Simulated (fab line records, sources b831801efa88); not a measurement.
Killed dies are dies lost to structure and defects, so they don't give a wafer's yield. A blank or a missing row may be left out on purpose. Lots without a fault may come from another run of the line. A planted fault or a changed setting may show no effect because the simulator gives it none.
A sampling plan put to the test | flow sky130 | one fab line, 14 faults that these records tell of, each judged on the records of the lots that it struck
The plan is the line's own looks: the steps of the route at which a gauge or an inspection reads the wafer and doesn't change it. A look can be judged if struck wafers have a number there and the file gives its usual mean and standard deviation on fault-free wafers. Caught: at a look after the fault's first step, the mean of the struck wafers lies 4 or more of those standard deviations (sigma) from the usual mean. On the tool: the same test on the tool's own readings at the fault's steps. Another recipe on the struck wafers, or a record that is blank for them alone, also counts as caught.

THE FAULTS, as the simulator had put them in
1. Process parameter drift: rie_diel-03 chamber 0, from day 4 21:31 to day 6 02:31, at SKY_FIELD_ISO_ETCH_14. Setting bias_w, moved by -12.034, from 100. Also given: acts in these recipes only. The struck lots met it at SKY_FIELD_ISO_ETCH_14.
2. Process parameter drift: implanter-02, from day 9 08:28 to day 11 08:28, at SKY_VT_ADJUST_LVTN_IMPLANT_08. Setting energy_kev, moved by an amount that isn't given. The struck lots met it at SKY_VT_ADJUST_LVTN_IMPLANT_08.
3. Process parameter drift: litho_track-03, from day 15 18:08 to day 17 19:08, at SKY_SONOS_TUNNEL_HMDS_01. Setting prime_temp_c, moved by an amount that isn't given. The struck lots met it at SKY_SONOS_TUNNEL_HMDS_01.
4. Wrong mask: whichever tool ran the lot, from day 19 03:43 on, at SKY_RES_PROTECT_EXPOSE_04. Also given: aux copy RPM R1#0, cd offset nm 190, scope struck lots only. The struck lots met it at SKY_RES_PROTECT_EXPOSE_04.
5. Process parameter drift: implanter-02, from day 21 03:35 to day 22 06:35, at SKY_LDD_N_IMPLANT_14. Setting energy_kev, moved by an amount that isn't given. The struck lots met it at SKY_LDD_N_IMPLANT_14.
6. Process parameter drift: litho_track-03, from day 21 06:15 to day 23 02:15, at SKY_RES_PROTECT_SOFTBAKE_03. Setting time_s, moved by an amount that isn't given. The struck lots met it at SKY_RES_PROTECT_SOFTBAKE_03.
7. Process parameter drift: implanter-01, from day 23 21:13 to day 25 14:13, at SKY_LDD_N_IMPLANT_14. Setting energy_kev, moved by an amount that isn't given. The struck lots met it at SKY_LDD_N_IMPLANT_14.
8. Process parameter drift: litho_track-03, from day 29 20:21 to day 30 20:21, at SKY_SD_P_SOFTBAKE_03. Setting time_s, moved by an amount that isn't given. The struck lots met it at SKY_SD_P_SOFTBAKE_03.
9. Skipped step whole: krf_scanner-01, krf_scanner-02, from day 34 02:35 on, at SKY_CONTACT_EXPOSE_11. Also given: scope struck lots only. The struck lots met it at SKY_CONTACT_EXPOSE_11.
10. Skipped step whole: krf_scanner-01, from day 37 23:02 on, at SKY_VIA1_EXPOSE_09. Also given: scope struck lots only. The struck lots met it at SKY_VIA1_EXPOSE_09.
11. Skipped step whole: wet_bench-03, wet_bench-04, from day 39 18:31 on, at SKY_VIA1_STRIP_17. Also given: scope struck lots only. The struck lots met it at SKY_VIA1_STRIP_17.
12. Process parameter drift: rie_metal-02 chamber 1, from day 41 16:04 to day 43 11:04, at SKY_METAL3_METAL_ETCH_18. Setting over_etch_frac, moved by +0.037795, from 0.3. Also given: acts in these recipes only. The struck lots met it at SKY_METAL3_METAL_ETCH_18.
13. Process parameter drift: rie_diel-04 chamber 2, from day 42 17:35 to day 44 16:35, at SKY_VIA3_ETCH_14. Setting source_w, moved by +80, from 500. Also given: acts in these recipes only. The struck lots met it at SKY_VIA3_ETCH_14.
14. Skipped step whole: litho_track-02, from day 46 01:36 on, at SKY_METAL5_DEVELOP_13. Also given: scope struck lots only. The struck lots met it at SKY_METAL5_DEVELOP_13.

WHAT THE PLAN SAW
fault | on the tool itself                               | first look that catches it                      | reading, sigma | median hours from its first step to that look | hours from the fault's start to the first struck lot there | judged looks passed uncaught
1     | bias_w -38 sigma                                 | none of the 3 looks that can be judged after it | -              | -                                             | -                                                          | 3
2     | beam_energy_keV -99 or beyond sigma              | no look after it can be judged                  | -              | -                                             | -                                                          | 0
3     | prime_temp_c -25 sigma                           | not the one look that can be judged after it    | -              | -                                             | -                                                          | 1
4     | no reading that can be judged                    | no look after it can be judged                  | -              | -                                             | -                                                          | 0
5     | beam_energy_keV -60 sigma                        | not the one look that can be judged after it    | -              | -                                             | -                                                          | 1
6     | heater_power_total_W +99 or beyond sigma         | not the one look that can be judged after it    | -              | -                                             | -                                                          | 1
7     | beam_energy_keV +99 or beyond sigma              | no look after it can be judged                  | -              | -                                             | -                                                          | 0
8     | heater_power_total_W +21 sigma                   | no look after it can be judged                  | -              | -                                             | -                                                          | 0
9     | no reading that can be judged                    | no look after it can be judged                  | -              | -                                             | -                                                          | 0
10    | no reading that can be judged                    | no look after it can be judged                  | -              | -                                             | -                                                          | 0
11    | the tool's record is blank for the struck wafers | no look after it can be judged                  | -              | -                                             | -                                                          | 0
12    | only faintly: oes_product_au -2.6 sigma          | no look after it can be judged                  | -              | -                                             | -                                                          | 0
13    | rf_fwd_power_W +42 sigma                         | no look after it can be judged                  | -              | -                                             | -                                                          | 0
14    | the tool's record is blank for the struck wafers | no look after it can be judged                  | -              | -                                             | -                                                          | 0
A dash: the fault isn't caught, or these records don't give the number.

Caught at a look: 0 of 14. Caught on the tool: 10 of 14. By one or the other: 10 of 14.
Caught on the tool alone: faults 1, 2, 3, 5, 6, 7, 8, 11, 13, 14.
Caught by neither: faults 4, 9, 10, 12.
